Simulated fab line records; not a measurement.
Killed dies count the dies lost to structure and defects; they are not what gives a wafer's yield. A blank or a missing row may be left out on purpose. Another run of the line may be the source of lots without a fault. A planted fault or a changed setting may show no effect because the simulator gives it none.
fab line records	flow sfq-line
record lots=7	wafers=21	last-day=96
route steps=325 shown C5@246 M6@251 I6@266 M7@281 M8@325
lots that met no fault: taken from a fault-free run of the same line
start-h: the number of hours between the record's first day and the start of the first shown wafer of the lot	wait-h: time in hours since the lot's previous step	" repeats the value in the row above	L1.1+2: a single row standing in for several wafers	- no value, or no start given	* or withheld: withheld	< > ~ a bound
route shown NAME@n: a module of which the file shows steps, and the number in the route of the first	usual: the fault-free wafers' mean and standard deviation	same: alike in all rows	chamber/n: place in a boat	sites: readings site by site	_std_site: standard deviation across them	_edge_site: inner sites' mean taken away from outer sites' mean	radius-mm: how far each site lies from the wafer's centre	mask NAME#n: copy n	behind: the most recent tool/chamber to have shaped the wafer	hold: what put the lot on hold/how long, in hours/how the hold closed	device: names the non-switching transistor (n, p or np)	end of line: tests of these same wafers at the route's end	a step without rows: its recipe alone	killed: count of dies lost to structure and defects at first sort (not the wafer's yield)	map: shows each die of a wafer: x if killed, . if not, _ if none is there
set.NAME: the setting as run; set.NAME@STEP: as run at that earlier step	model.NAME: the simulator's own value behind a step, which no gauge read
certain route steps with their lots: each step a table, each wafer a row
services: the hour from which a tool's chamber was out of use, counted from the record's first day as start-h (under 0 if before that day), plus the number of hours and why
## steps
# step SFQ_C5_OVL_MEAS_937
# usual C5_OVL=0/5.6
lot.wafer	tool	chamber	start-h	wait-h	C5_OVL[nm]
L826.1	overlay-01	-	1614.31	0.1	3
L826.5	"	-	"	"	-2
L826.6	"	-	"	"	2
L832.1	overlay-01	-	1669.01	0.1	-5
L832.2	"	-	"	"	-7
L832.3	"	-	"	"	-8
L835.2	overlay-01	-	1783.43	0.1	-6
L835.5	"	-	"	"	-9
L835.6	"	-	"	"	0
L844.1	overlay-01	-	1885.14	0.1	0
L844.2	"	-	"	"	1
L844.4	"	-	"	"	6
L845.1	overlay-01	-	1886.34	0.1	14
L845.3	"	-	"	"	12
L845.5	"	-	"	"	13
L846.1	overlay-02	-	1897.47	0.1	8
L846.2	"	-	"	"	3
L846.3	"	-	"	"	4
L847.1	overlay-01	-	1902.69	0.1	-3
L847.3	"	-	"	"	4
L847.4	"	-	"	"	-2
# step SFQ_TRILAYER_C5_BARC_OPEN_VIA_ETCH_210
# recipe mask-material=PR	chemistry=O2	target-depth-nm=125	target=BARC	source-w=500	bias-w=80	pressure-mtorr=30	time-s=41.7
# usual drypump-motor-current-A=5.8/0.36	oes-product-au=0.685/0.0047
lot.wafer	tool	chamber	start-h	wait-h	drypump-motor-current-A	oes-product-au	rf-hours-counter-h
L826.1	rie-diel-04	3	1614.35	0.0	5.6	0.684	3
L826.5	"	2	"	"	6.2	0.685	-
L826.6	"	1	"	"	5.3	0.688	-
L832.1	rie-diel-02	1	1669.04	0.0	5.7	0.686	3
L832.2	"	2	"	"	6.3	0.684	13
L832.3	"	0	"	"	6.1	0.681	16
L835.2	rie-diel-04	3	1783.46	0.0	5.6	0.684	6
L835.5	"	0	"	"	6.0	0.688	-
L835.6	"	3	"	"	5.6	0.687	-
L844.1	rie-diel-01	2	1885.18	0.0	6.1	0.690	16
L844.2	"	1	"	"	5.9	0.683	14
L844.4	"	0	"	"	5.4	0.689	20
L845.1	rie-diel-04	1	1886.38	0.0	5.3	0.684	15
L845.3	"	3	"	"	5.6	0.677	8
L845.5	"	3	"	"	5.6	0.677	-
L846.1	rie-diel-04	1	1897.51	0.0	5.3	0.682	15
L846.2	"	2	"	"	6.2	0.686	0
L846.3	"	3	"	"	5.6	0.679	8
L847.1	rie-diel-01	3	1902.73	0.0	5.3	0.681	1
L847.3	"	1	"	"	6.0	0.683	14
L847.4	"	2	"	"	6.2	0.688	-
# step SFQ_TRILAYER_C5_ETCH_VIA_ETCH_154
# recipe target=SiO2	mask-material=PR	chemistry=CHF3	target-depth-nm=84	source-w=500	bias-w=78.11	pressure-mtorr=30	time-s=withheld	stop-on=Nb
# step SFQ_TRILAYER_C5_STRIP_STRIP_155
# recipe gas=O2	power-w=200	platen-temp-c=40	overash-fraction=0.65	chemistry=O2	pressure-mtorr=50
# usual drypump-motor-current-A=5.77/0.24	oes-product-au=1.000/0.0083	platen-temp-c=40.00/0.12
# same overash-fraction=0.65
lot.wafer	tool	chamber	start-h	wait-h	drypump-motor-current-A	oes-product-au	platen-temp-c	rf-hours-counter-h
L826.1	rie-metal-02	0	1614.44	-	5.47	0.991	39.98	36
L826.5	"	1	"	"	5.99	0.992	39.96	-
L826.6	"	0	"	"	5.48	0.999	39.90	-
L832.1	rie-metal-01	0	1669.13	-	5.64	1.001	39.78	21
L832.2	"	1	"	"	5.86	1.007	40.01	59
L832.3	"	1	"	"	5.87	1.008	40.12	-
L835.2	rie-metal-02	1	1783.55	-	6.02	0.983	39.88	12
L835.5	"	1	"	"	6.00	0.993	40.05	-
L835.6	"	0	"	"	5.48	0.991	40.05	-
L844.1	rie-metal-02	0	1885.27	-	5.48	0.994	39.80	72
L844.2	"	1	"	"	6.02	1.000	40.03	24
L844.4	"	0	"	"	5.48	0.990	39.81	-
L845.1	rie-metal-01	0	1886.47	-	5.63	1.000	39.90	48
L845.3	"	0	"	"	5.62	0.996	39.89	-
L845.5	"	0	"	"	5.63	0.992	39.88	-
L846.1	rie-metal-01	1	1897.60	-	5.88	1.007	39.89	85
L846.2	"	0	"	"	5.63	0.997	40.06	50
L846.3	"	1	"	"	5.86	1.007	39.94	-
L847.1	rie-metal-01	0	1902.82	-	5.64	1.000	40.15	51
L847.3	"	0	"	"	5.63	1.002	40.14	-
L847.4	"	1	"	"	5.85	1.008	39.98	-
# step SFQ_TRILAYER_C5_STRIP_SOLV_CLEAN_156
# recipe chemistry=NMP	temp-c=70	time-s=600
# step SFQ_TRILAYER_M6_DEP_PRE_CLEAN_158
# recipe gas=Ar	time-s=22.5	bias-v=250
# step SFQ_TRILAYER_M6_DEP_SPUTTER_157
# recipe material=Nb	base-pressure-pa=1.33e-06	chamber-pressure-pa=0.1333	substrate-temp-c=20	target-thk-nm=200	power-w=2000	time-s=133.3
# step SFQ_M6_RS_MEAS_938
# recipe thk-meas-gauge=four-point-probe	reads=Nb_of_TRILAYER_M6_DEP_SPUTTER_157
# usual M6_NB_RS=0.887/0.0068
lot.wafer	tool	chamber	start-h	wait-h	M6_NB_RS[ohm/sq]
L826.1	film-metro-04	-	1615.51	0.0	0.879
L826.5	"	-	"	"	0.880
L826.6	"	-	"	"	0.886
L832.1	film-metro-04	-	1670.03	0.0	0.882
L832.2	"	-	"	"	0.896
L832.3	"	-	"	"	0.890
L835.2	film-metro-03	-	1784.46	0.1	0.882
L835.5	"	-	"	"	0.891
L835.6	"	-	"	"	0.878
L844.1	film-metro-04	-	1886.16	0.0	0.894
L844.2	"	-	"	"	0.893
L844.4	"	-	"	"	0.905
L845.1	film-metro-04	-	1887.36	0.0	0.879
L845.3	"	-	"	"	0.875
L845.5	"	-	"	"	0.875
L846.1	film-metro-04	-	1898.49	0.0	0.897
L846.2	"	-	"	"	0.888
L846.3	"	-	"	"	0.890
L847.1	film-metro-04	-	1903.71	0.0	0.883
L847.3	"	-	"	"	0.886
L847.4	"	-	"	"	0.886
# step SFQ_TRILAYER_M6_LITHO_COAT_164
# recipe resist=BARC	spin-rpm=3000	resist-thk-nm=62
# step SFQ_TRILAYER_M6_LITHO_COAT_159
# recipe resist=KrF	spin-rpm=3000	resist-thk-nm=600
# step SFQ_TRILAYER_M6_LITHO_SOFTBAKE_163
# recipe temp-c=withheld	time-s=withheld	resist=KrF
# step SFQ_TRILAYER_M6_LITHO_EXPOSE_160
# recipe mask-id=M6	na=0.6	source-shape=conventional	sigma-outer=0.65	target-cd-nm=500	dose-mj=14.4
# usual exposure-dose-mJ-cm2=14.400/0.014
lot.wafer	tool	chamber	start-h	wait-h	mask	exposure-dose-mJ-cm2
L826.1	krf-scanner-02	0	1739.93	-	M6#0	14.374
L826.5	"	0	"	"	M6#0	14.412
L826.6	"	0	"	"	M6#0	14.405
L832.1	krf-scanner-02	0	1800.19	-	M6#0	14.409
L832.2	"	0	"	"	M6#0	14.410
L832.3	"	0	"	"	M6#0	14.385
L835.2	krf-scanner-01	0	1805.70	-	M6#0	14.372
L835.5	"	0	"	"	M6#0	14.392
L835.6	"	0	"	"	M6#0	14.405
L844.1	krf-scanner-01	0	1982.59	-	M6#0	12.651
L844.2	"	0	"	"	M6#0	12.665
L844.4	"	0	"	"	M6#0	12.677
L845.1	krf-scanner-01	0	1984.99	-	M6#0	12.652
L845.3	"	0	"	"	M6#0	12.631
L845.5	"	0	"	"	M6#0	12.626
L846.1	krf-scanner-02	0	1998.32	-	M6#0	14.413
L846.2	"	0	"	"	M6#0	14.405
L846.3	"	0	"	"	M6#0	14.396
L847.1	krf-scanner-01	0	2004.76	-	M6#0	12.663
L847.3	"	0	"	"	M6#0	12.657
L847.4	"	0	"	"	M6#0	12.637
# step SFQ_TRILAYER_M6_LITHO_PEB_162
# recipe peb-temp-c=115	peb-time-s=58.65	resist=KrF
# step SFQ_TRILAYER_M6_LITHO_DEVELOP_161
# recipe time-s=60	resist=KrF
# step SFQ_M6_OVL_MEAS_940
# usual M6_OVL=1/5.3
lot.wafer	tool	chamber	start-h	wait-h	M6_OVL[nm]
L826.1	overlay-02	-	1741.43	0.1	7
L826.5	"	-	"	"	3
L826.6	"	-	"	"	7
L832.1	overlay-02	-	1801.69	0.1	-3
L832.2	"	-	"	"	1
L832.3	"	-	"	"	-1
L835.2	overlay-01	-	1807.00	0.1	0
L835.5	"	-	"	"	8
L835.6	"	-	"	"	-5
L844.1	overlay-01	-	1984.09	0.1	-5
L844.2	"	-	"	"	-8
L844.4	"	-	"	"	-10
L845.1	overlay-01	-	1986.49	0.1	2
L845.3	"	-	"	"	-6
L845.5	"	-	"	"	-2
L846.1	overlay-02	-	1999.82	0.1	2
L846.2	"	-	"	"	6
L846.3	"	-	"	"	-3
L847.1	overlay-01	-	2006.26	0.1	-13
L847.3	"	-	"	"	-11
L847.4	"	-	"	"	-5
# step SFQ_TRILAYER_M6_BARC_OPEN_METAL_ETCH_206
# recipe mask-material=PR	chemistry=O2	target-depth-nm=125	target=BARC	icp-w=600	bias-w=80	pressure-mtorr=10	time-s=41.7
# usual drypump-motor-current-A=5.97/0.3	oes-product-au=0.684/0.0048
lot.wafer	tool	chamber	start-h	wait-h	drypump-motor-current-A	oes-product-au	rf-hours-counter-h	model.M6.cd-nm
L826.1	rie-metal-04	1	1741.47	0.0	6.34	0.678	47	502.3
L826.5	"	0	"	"	5.71	0.689	-	503.6
L826.6	"	1	"	"	6.37	0.688	-	501.2
L832.1	rie-metal-03	0	1801.73	0.0	6.33	0.689	53	503.4
L832.2	"	0	"	"	6.34	0.682	-	503.5
L832.3	"	0	"	"	6.32	0.680	-	504.1
L835.2	rie-metal-01	1	1807.03	0.0	5.87	0.693	75	504.5
L835.5	"	0	"	"	5.65	0.684	-	505
L835.6	"	1	"	"	5.88	0.685	-	506
L844.1	rie-metal-04	1	1984.13	0.0	6.40	0.682	79	521.1
L844.2	"	0	"	"	5.71	0.685	117	523.1
L844.4	"	0	"	"	5.69	0.678	-	523.3
L845.1	rie-metal-01	0	1986.53	0.0	5.63	0.679	63	523.4
L845.3	"	0	"	"	5.64	0.681	-	523
L845.5	"	1	"	"	5.87	0.685	-	522.7
L846.1	rie-metal-04	0	1999.85	0.0	5.70	0.675	119	506.6
L846.2	"	1	"	"	6.37	0.686	81	506.3
L846.3	"	0	"	"	5.68	0.688	-	506
L847.1	rie-metal-03	0	2006.29	0.0	6.34	0.690	87	524.1
L847.3	"	1	"	"	5.82	0.681	-	524.6
L847.4	"	0	"	"	6.36	0.690	-	524.6
# step SFQ_TRILAYER_M6_ETCH_METAL_ETCH_162
# recipe target=Nb	stop-on=SiO2	mask-material=PR	chemistry=Cl2/Ar	target-depth-nm=240	icp-w=600	bias-w=80	pressure-mtorr=10	time-s=120
# usual drypump-motor-current-A=6.0/0.3	oes-product-au=0.896/0.0058
lot.wafer	tool	chamber	start-h	wait-h	drypump-motor-current-A	oes-product-au	rf-hours-counter-h	model.M6.cd-nm
L826.1	rie-metal-04	1	1741.53	0.0	6.4	0.896	47	502.3
L826.5	"	0	"	"	5.7	0.900	-	504.2
L826.6	"	1	"	"	6.3	0.888	-	500.9
L832.1	rie-metal-03	0	1801.85	0.1	6.3	0.899	53	507.1
L832.2	"	0	"	"	6.3	0.888	-	505.4
L832.3	"	0	"	"	6.3	0.892	-	507
L835.2	rie-metal-01	1	1807.09	0.0	5.8	0.898	75	503
L835.5	"	0	"	"	5.6	0.897	-	504.6
L835.6	"	1	"	"	5.9	0.904	-	504.6
L844.1	rie-metal-04	1	1984.19	0.0	6.4	0.889	79	520.5
L844.2	"	0	"	"	5.7	0.897	117	523.6
L844.4	"	0	"	"	5.7	0.887	-	523.6
L845.1	rie-metal-01	0	1986.59	0.0	5.6	0.904	63	523.5
L845.3	"	0	"	"	5.6	0.900	-	523.3
L845.5	"	1	"	"	5.9	0.887	-	522
L846.1	rie-metal-04	0	1999.91	0.0	5.7	0.890	119	508.1
L846.2	"	1	"	"	6.3	0.893	81	505.3
L846.3	"	0	"	"	5.7	0.898	-	506.9
L847.1	rie-metal-03	0	2006.35	0.0	6.3	0.901	87	525.3
L847.3	"	1	"	"	5.8	0.905	-	524.2
L847.4	"	0	"	"	6.3	0.896	-	525.2
# step SFQ_TRILAYER_M6_STRIP_STRIP_163
# recipe gas=O2	power-w=200	platen-temp-c=40	overash-fraction=0.65	chemistry=O2	pressure-mtorr=50
# step SFQ_TRILAYER_M6_STRIP_SOLV_CLEAN_164
# recipe chemistry=NMP	temp-c=70	time-s=600
# step SFQ_TRILAYER_I6_DEP_PECVD_165
# recipe material=SiO2	temp-c=150	time-s=111.11	pressure-torr=2.4	rf-w=183.3	precursor=SiH4/N2O	target-thk-nm=500
# usual heater-power-w=90/18	susceptor-temp-C=149.99/0.15	throttle-valve-pct=24.5/1.6
lot.wafer	tool	chamber	start-h	wait-h	heater-power-w	susceptor-temp-C	throttle-valve-pct
L826.1	pecvd-03	1	1742.43	0.0	90	150.20	22.8
L826.5	"	1	"	"	95	149.91	22.9
L826.6	"	2	"	"	95	150.03	21.7
L832.1	pecvd-04	0	1803.47	0.0	78	150.22	26.5
L832.2	"	1	"	"	128	150.10	24.9
L832.3	"	2	"	"	88	149.93	25.5
L835.2	pecvd-01	1	1807.99	0.0	96	150.08	23.6
L835.5	"	0	"	"	81	150.26	26.6
L835.6	"	2	"	"	74	149.78	23.6
L844.1	pecvd-01	2	1985.09	0.0	77	149.87	23.5
L844.2	"	0	"	"	75	149.85	27.2
L844.4	"	0	"	"	77	149.94	27.4
L845.1	pecvd-03	0	1987.49	0.0	66	149.88	23.3
L845.3	"	2	"	"	93	150.13	22.4
L845.5	"	2	"	"	97	149.89	22.6
L846.1	pecvd-03	2	2000.81	0.0	100	150.05	22.4
L846.2	"	0	"	"	58	150.00	23.3
L846.3	"	1	"	"	103	149.88	23.5
L847.1	pecvd-01	2	2007.27	0.0	83	149.85	23.4
L847.3	"	1	"	"	79	149.92	23.7
L847.4	"	2	"	"	68	150.03	23.9
# step SFQ_TRILAYER_I6_CMP_CMP_166
# recipe material=SiO2	down-force-psi=3	platen-rpm=60	pad-velocity-m-s=0.94248
# usual motor-current-A=10.1/0.97	retaining-ring-pressure-frac=1.000/0.0045	time-to-endpoint-s=216/7
lot.wafer	tool	chamber	start-h	wait-h	motor-current-A	retaining-ring-pressure-frac	time-to-endpoint-s
L826.1	cmp-01	2	1744.01	1.5	10.7	1.005	210
L826.6	"	3	"	"	10.2	0.993	223
L826.5	"	0	"	"	9.9	0.993	227
L832.1	cmp-02	3	1803.55	0.0	9.2	1.003	215
L832.3	"	0	"	"	8.3	1.002	219
L832.2	"	1	"	"	12.1	1.000	209
L835.2	cmp-01	1	1812.42	4.4	9.5	0.997	223
L835.5	"	3	1813.42	5.4	9.9	0.994	223
L835.6	"	0	"	"	9.7	0.997	229
L844.2	cmp-02	0	1985.16	0.0	9.1	0.999	209
L844.1	"	1	"	"	11.2	1.003	205
L844.4	"	2	"	"	11.5	1.006	214
L845.1	cmp-02	1	1989.16	1.6	11.6	0.998	196
L845.3	"	2	"	"	11.2	1.005	201
L845.5	"	0	1990.66	3.1	8.6	0.994	224
L846.3	cmp-02	3	2002.07	1.2	8.8	1.002	210
L846.2	"	0	"	"	8.4	1.002	215
L846.1	"	1	"	"	11.2	0.995	218
L847.3	cmp-01	2	2009.24	1.9	10.8	0.997	215
L847.1	"	3	"	"	9.6	0.998	215
L847.4	"	0	"	"	10.0	1.001	223
# step SFQ_I6_BOW_MEAS_941
# recipe mode=bow
# usual I6_BOW=7/12
lot.wafer	tool	chamber	start-h	wait-h	I6_BOW[um]
L826.1	film-metro-01	-	1745.51	1.0	1
L826.5	"	-	"	"	12
L826.6	"	-	"	"	21
L832.1	film-metro-03	-	1806.55	2.5	-17
L832.2	"	-	"	"	10
L832.3	"	-	"	"	0
L835.2	film-metro-04	-	1814.44	1.5	6
L835.5	"	-	"	"	7
L835.6	"	-	"	"	6
L844.1	film-metro-01	-	1988.16	2.0	1
L844.2	"	-	"	"	20
L844.4	"	-	"	"	7
L845.1	film-metro-03	-	1991.16	1.5	21
L845.3	"	-	"	"	20
L845.5	"	-	"	"	9
L846.1	film-metro-01	-	2004.57	1.0	8
L846.2	"	-	"	"	0
L846.3	"	-	"	"	8
L847.1	film-metro-03	-	2012.24	2.0	4
L847.3	"	-	"	"	13
L847.4	"	-	"	"	-11
# step SFQ_TRILAYER_I6_METRO_MEASURE_167
# step SFQ_TRILAYER_I6_VIA_LITHO_COAT_174
# recipe resist=BARC	spin-rpm=3000	resist-thk-nm=62
# step SFQ_TRILAYER_I6_VIA_LITHO_COAT_169
# recipe resist=KrF	spin-rpm=3000	resist-thk-nm=650
# step SFQ_TRILAYER_I6_VIA_LITHO_SOFTBAKE_173
# recipe temp-c=withheld	time-s=withheld	resist=KrF
# step SFQ_TRILAYER_I6_VIA_LITHO_EXPOSE_170
# recipe mask-id=I6	na=0.6	source-shape=conventional	sigma-outer=0.65	target-cd-nm=700	dose-mj=21.3
# step SFQ_TRILAYER_I6_VIA_LITHO_PEB_172
# recipe peb-temp-c=115	peb-time-s=60	resist=KrF
# step SFQ_TRILAYER_I6_VIA_LITHO_DEVELOP_171
# recipe time-s=60	resist=KrF
# step SFQ_I6_OVL_MEAS_942
# usual I6_OVL=2/6.9
lot.wafer	tool	chamber	start-h	wait-h	I6_OVL[nm]
L826.1	overlay-01	-	1859.82	0.1	-3
L826.5	"	-	"	"	-2
L826.6	"	-	"	"	-1
L832.1	overlay-01	-	1900.62	0.1	-4
L832.2	"	-	"	"	8
L832.3	"	-	"	"	6
L835.2	overlay-02	-	1912.30	0.1	0
L835.5	"	-	"	"	-9
L835.6	"	-	"	"	-1
L844.1	overlay-01	-	2001.46	0.1	4
L844.2	"	-	"	"	9
L844.4	"	-	"	"	9
L845.1	overlay-01	-	2093.59	0.1	-1
L845.3	"	-	"	"	5
L845.5	"	-	"	"	0
L846.1	overlay-01	-	2114.12	0.1	8
L846.2	"	-	"	"	3
L846.3	"	-	"	"	7
L847.1	overlay-02	-	2120.12	0.1	6
L847.3	"	-	"	"	0
L847.4	"	-	"	"	0
# step SFQ_TRILAYER_I6_VIA_BARC_OPEN_VIA_ETCH_235
# recipe mask-material=PR	chemistry=O2	target-depth-nm=125	target=BARC	source-w=500	bias-w=80	pressure-mtorr=30	time-s=43.26
# step SFQ_TRILAYER_I6_VIA_ETCH_VIA_ETCH_172
# recipe target=SiO2	stop-on=Nb	mask-material=PR	taper-deg=20	chemistry=CHF3	target-depth-nm=260	source-w=500	bias-w=80	pressure-mtorr=30	time-s=withheld
# step SFQ_TRILAYER_I6_VIA_STRIP_STRIP_173
# recipe gas=O2	power-w=200	platen-temp-c=40	overash-fraction=0.65	chemistry=O2	pressure-mtorr=50
# usual drypump-motor-current-A=6.0/0.33	oes-product-au=0.997/0.0075	platen-temp-c=40.00/0.12
# same overash-fraction=0.65
lot.wafer	tool	chamber	start-h	wait-h	drypump-motor-current-A	oes-product-au	platen-temp-c	rf-hours-counter-h
L826.1	rie-metal-03	1	1860.01	-	5.8	0.995	40.14	8
L826.5	"	0	"	"	6.3	1.001	39.90	-
L826.6	"	1	"	"	5.8	0.992	40.11	-
L832.1	rie-metal-04	1	1900.81	-	6.4	0.995	39.96	67
L832.2	"	0	"	"	5.7	0.985	39.98	104
L832.3	"	0	"	"	5.7	0.999	39.86	-
L835.2	rie-metal-04	0	1912.48	-	5.7	0.992	40.12	106
L835.5	"	0	"	"	5.7	0.988	40.15	-
L835.6	"	1	"	"	6.4	1.004	40.12	-
L844.1	rie-metal-03	0	2001.65	-	6.3	1.005	40.07	87
L844.2	"	1	"	"	5.8	0.998	39.86	31
L844.4	"	1	"	"	5.8	0.998	40.03	-
L845.1	rie-metal-04	0	2093.78	-	5.7	0.985	40.37	5
L845.3	"	0	"	"	5.7	0.997	40.00	-
L845.5	"	1	"	"	6.4	0.988	40.01	-
L846.1	rie-metal-02	0	2114.31	-	5.4	0.986	39.91	102
L846.2	"	1	"	"	6.0	0.995	39.81	55
L846.3	"	1	"	"	6.0	1.002	39.97	-
L847.1	rie-metal-03	1	2120.31	-	5.8	0.998	40.03	45
L847.3	"	0	"	"	6.3	1.003	40.14	-
L847.4	"	1	"	"	5.8	0.998	39.89	-
# step SFQ_TRILAYER_I6_VIA_STRIP_SOLV_CLEAN_174
# recipe chemistry=NMP	temp-c=70	time-s=600
# step SFQ_TRILAYER_M7_DEP_PRE_CLEAN_176
# recipe gas=Ar	time-s=22.5	bias-v=250
# step SFQ_TRILAYER_M7_DEP_SPUTTER_175
# recipe material=Nb	base-pressure-pa=1.33e-06	chamber-pressure-pa=0.1333	substrate-temp-c=20	target-thk-nm=200	power-w=2000	time-s=133.3
# step SFQ_M7_RS_MEAS_943
# recipe thk-meas-gauge=four-point-probe	reads=Nb_of_TRILAYER_M7_DEP_SPUTTER_175
# usual M7_NB_RS=0.894/0.0093
lot.wafer	tool	chamber	start-h	wait-h	M7_NB_RS[ohm/sq]
L826.1	film-metro-01	-	1860.90	0.0	0.885
L826.5	"	-	"	"	0.885
L826.6	"	-	"	"	0.888
L832.1	film-metro-03	-	1901.70	0.0	0.890
L832.2	"	-	"	"	0.888
L832.3	"	-	"	"	0.898
L835.2	film-metro-02	-	1913.40	0.1	0.890
L835.5	"	-	"	"	0.884
L835.6	"	-	"	"	0.892
L844.1	film-metro-02	-	2002.54	0.0	0.897
L844.2	"	-	"	"	0.901
L844.4	"	-	"	"	0.896
L845.1	film-metro-03	-	2094.68	0.0	0.906
L845.3	"	-	"	"	0.900
L845.5	"	-	"	"	0.904
L846.1	film-metro-03	-	2115.20	0.0	0.906
L846.2	"	-	"	"	0.911
L846.3	"	-	"	"	0.910
L847.1	film-metro-01	-	2121.20	0.0	0.886
L847.3	"	-	"	"	0.898
L847.4	"	-	"	"	0.892
# step SFQ_TRILAYER_M7_LITHO_COAT_182
# recipe resist=BARC	spin-rpm=3000	resist-thk-nm=62
# step SFQ_TRILAYER_M7_LITHO_COAT_177
# recipe resist=KrF	spin-rpm=3000	resist-thk-nm=600
# step SFQ_TRILAYER_M7_LITHO_SOFTBAKE_181
# recipe temp-c=withheld	time-s=withheld	resist=KrF
# step SFQ_M8_BOW_MEAS_951
# recipe mode=bow
# usual M8_BOW=10/11
lot.wafer	tool	chamber	start-h	wait-h	M8_BOW[um]	model.etest.m6.ohm-um
L826.1	film-metro-04	-	2074.51	0.0	7	1.748
L826.5	"	-	"	"	18	1.749
L826.6	"	-	"	"	27	1.771
L832.1	film-metro-02	-	2123.82	0.0	-9	1.739
L832.2	"	-	"	"	17	1.774
L832.3	"	-	"	"	6	1.758
L835.2	film-metro-03	-	2134.63	0.0	6	1.754
L835.5	"	-	"	"	6	1.765
L835.6	"	-	"	"	5	1.737
L844.1	film-metro-03	-	2251.51	0.0	0	1.715
L844.2	"	-	"	"	18	1.707
L844.4	"	-	"	"	7	1.729
L845.1	film-metro-04	-	2278.14	0.0	25	1.676
L845.3	"	-	"	"	24	1.67
L845.5	"	-	"	"	14	1.681
L846.1	film-metro-03	-	2293.74	0.0	8	1.764
L846.2	"	-	"	"	1	1.755
L846.3	"	-	"	"	9	1.754
L847.1	film-metro-03	-	2296.14	0.0	7	1.683
L847.3	"	-	"	"	16	1.687
L847.4	"	-	"	"	-7	1.688
## services
tool	chamber	start-h	hours	kind
rie-metal-04	0	1598.16	22.3	repair
cmp-02	-	1598.41	4.0	pm
cmp-02	-	1599.32	0.8	repair
rie-metal-02	-	1615.47	0.2	repair
krf-scanner-01	-	1615.61	0.9	repair
rie-diel-04	-	1618.00	2.8	pm
rie-metal-04	-	1680.12	0.4	repair
krf-scanner-01	-	1683.33	3.6	pm
rie-diel-04	3	1715.01	1.3	repair
krf-scanner-01	-	1723.01	1.3	pm
krf-scanner-01	-	1727.99	1.0	pm
cmp-02	-	1736.11	17.8	repair
rie-metal-01	1	1739.91	20.6	repair
rie-diel-04	1	1748.40	19.6	repair
rie-metal-03	1	1763.47	5.0	repair
rie-diel-04	1	1769.67	5.1	repair
krf-scanner-01	-	1770.10	0.9	repair
rie-metal-03	-	1844.59	0.3	repair
rie-metal-01	1	1904.63	17.5	repair
rie-metal-04	-	1940.87	0.6	repair
rie-metal-04	-	1942.94	0.1	repair
rie-metal-03	1	1962.26	5.5	repair
rie-metal-04	-	1965.90	2.8	pm
rie-metal-03	1	2113.97	4.0	repair
## key
first-sign step=SFQ_TRILAYER_M6_LITHO_EXPOSE_160	reading=exposure-dose-mJ-cm2	direction=down	sigmas=99+	usual=14.400	struck=12.651
effect none on later readings
model-effect step=SFQ_TRILAYER_M6_BARC_OPEN_METAL_ETCH_206	value=M6.cd-nm	without=502.7	struck=523.3
model-effect step=SFQ_TRILAYER_M6_ETCH_METAL_ETCH_162	value=M6.cd-nm	without=502.9	struck=523.5
model-effect step=SFQ_M8_BOW_MEAS_951	value=etest.m6.ohm-um	without=1.762	struck=1.693
met-at SFQ_TRILAYER_M6_LITHO_EXPOSE_160
struck-wafers L844.1,L844.2,L844.4,L845.1,L845.3,L845.5,L847.1,L847.3,L847.4
fault kind=process-parameter-drift	tool=krf-scanner-01	chamber=-	onset-h=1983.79	steps=SFQ_TRILAYER_M6_LITHO_EXPOSE_160	channel=dose-mj	offset=-1.7342	shape=step	acts-in=these-recipes-only	stated=14.4
